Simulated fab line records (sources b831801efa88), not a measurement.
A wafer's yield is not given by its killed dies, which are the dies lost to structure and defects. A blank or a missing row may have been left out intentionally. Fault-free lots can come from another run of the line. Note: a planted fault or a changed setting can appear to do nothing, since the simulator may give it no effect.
Comparing a struck lot with a sound one / flow sky130 / 15 out of 708 route steps
Sound: the wafers L453.1, L453.2, L453.6. Struck: wafers L463.2, L463.6. (L463.4 of the same lot was not struck and is left out.) The cause comes at the end.
At each step with rows: each side's tool, then ch and its chambers, then its first start. Under that, the readings that differ: sound wafers / struck wafers / difference of the means / sigmas: that difference in standard deviations of wafers without a fault.
alike: same words and numbers on both sides, and readings whose means sit less than 2 such deviations apart. not compared: any withheld reading, any reading some wafer has no value for, any bound like >300 that may hide the same value, and any number with overlapping values for which the record gives no deviation.
The two part at a step that has a row with sigmas, a row that says differs or no value, or rows on one side only. Numbers that have no deviation but don't overlap get no sigmas and don't part them. A reading missing from all wafers of one side parts the sides only when that side holds two or more wafers.

first, 8 steps without rows for these wafers: SKY_VIA3_DEHYDRATE_04 (time 60 s); SKY_VIA3_HMDS_05 (prime time 60 s); SKY_VIA3_COAT_06 (resist thk 60 nm); SKY_VIA3_COAT_07 (resist thk 450 nm); SKY_VIA3_SOFTBAKE_08 (time 90 s); SKY_VIA3_EXPOSE_09 (exposes mask VIM3, target cd 200 nm); SKY_VIA3_PEB_10; SKY_VIA3_DEVELOP_11 (develop time 60 s).
SKY_VIA3_CD_MEAS_12: the cd target is 200 nm.
  sound on cd_sem-01 at day 41 23:44; struck on cd_sem-01 at day 44 14:04
  alike: cd_nm
SKY_VIA3_OVL_MEAS_13:
  sound on overlay-02 at day 41 23:52; struck on overlay-01 at day 44 14:10
  alike: VIA3_OVL
SKY_VIA3_ETCH_14: etches BARC in N2/H2, stops on SiO2, time 45.9 s, target depth 60 nm.
  sound on rie_diel-04 ch 0,2,3, day 41 23:53; struck on rie_diel-02 ch 1,2, day 44 14:11
  alike: drypump_motor_current_A, h2_flow_sccm, n2_flow_sccm, oes_product_au, throttle_valve_pct
  not compared: rf_hours_counter_h
SKY_VIA3_ETCH_15: etches SiO2 in C4F8/O2/Ar, stops on TiN, target depth 507 nm, time 78 s.
  sound on rie_diel-04 ch 0,2,3, day 41 23:56; struck on rie_diel-02 ch 1,2, day 44 14:14
  alike: oes_product_au
  not compared: rf_hours_counter_h
SKY_VIA3_STRIP_16: strips in O2/N2.
  sound on plasma_asher-01 ch 0,1, day 41 23:59; struck on plasma_asher-03 ch 1, day 44 14:17
reading=chamber_pressure_mTorr (mTorr); sound=1499.8 1498.5 1500.0; struck=1799.8 1799.4; difference=+300.2; sigmas=+99 or more
reading=strip_time_to_endpoint_s (s); sound=4.181 4.125 4.148; struck=3.987 4.015; difference=-0.150; sigmas=-5
  alike: drypump_motor_current_A, n2_flow_sccm, oes_product_au
  not compared: rf_hours_counter_h
then, 1 step without rows for these wafers: SKY_VIA3_STRIP_17 (strips in post etch residue remover, time 1200 s).
-- the record jumps here: 5 days lie between the struck wafers' starts before and after (it left off in module VIA3 and takes up again in module PAD_OPEN, whose first step shown is number 708 of the route) --
SKY_PAD_OPEN_PROBE_99:
  sound on prober-01 at day 47 15:57; struck on prober-01 at day 49 20:45
  alike: defect_limited_yield, killed_at_M0_to_M3, killed_at_M4_up, killed_at_contacts, killed_at_front_end, killed_at_other, killed_dies, killed_open, killed_short, sort_bin_3_pad_short, sort_bin_5_function, sort_bin_6_memory, sort_n_pass, sort_yield_pct

## WHERE THEY PART
Only at SKY_VIA3_STRIP_16, as far as this record shows. Later steps at which nothing parts them and some readings are alike: SKY_PAD_OPEN_PROBE_99.

WHY: the cause the simulator had injected
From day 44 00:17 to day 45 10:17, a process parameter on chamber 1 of plasma_asher-03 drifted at SKY_VIA3_STRIP_16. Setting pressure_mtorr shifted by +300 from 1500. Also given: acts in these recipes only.
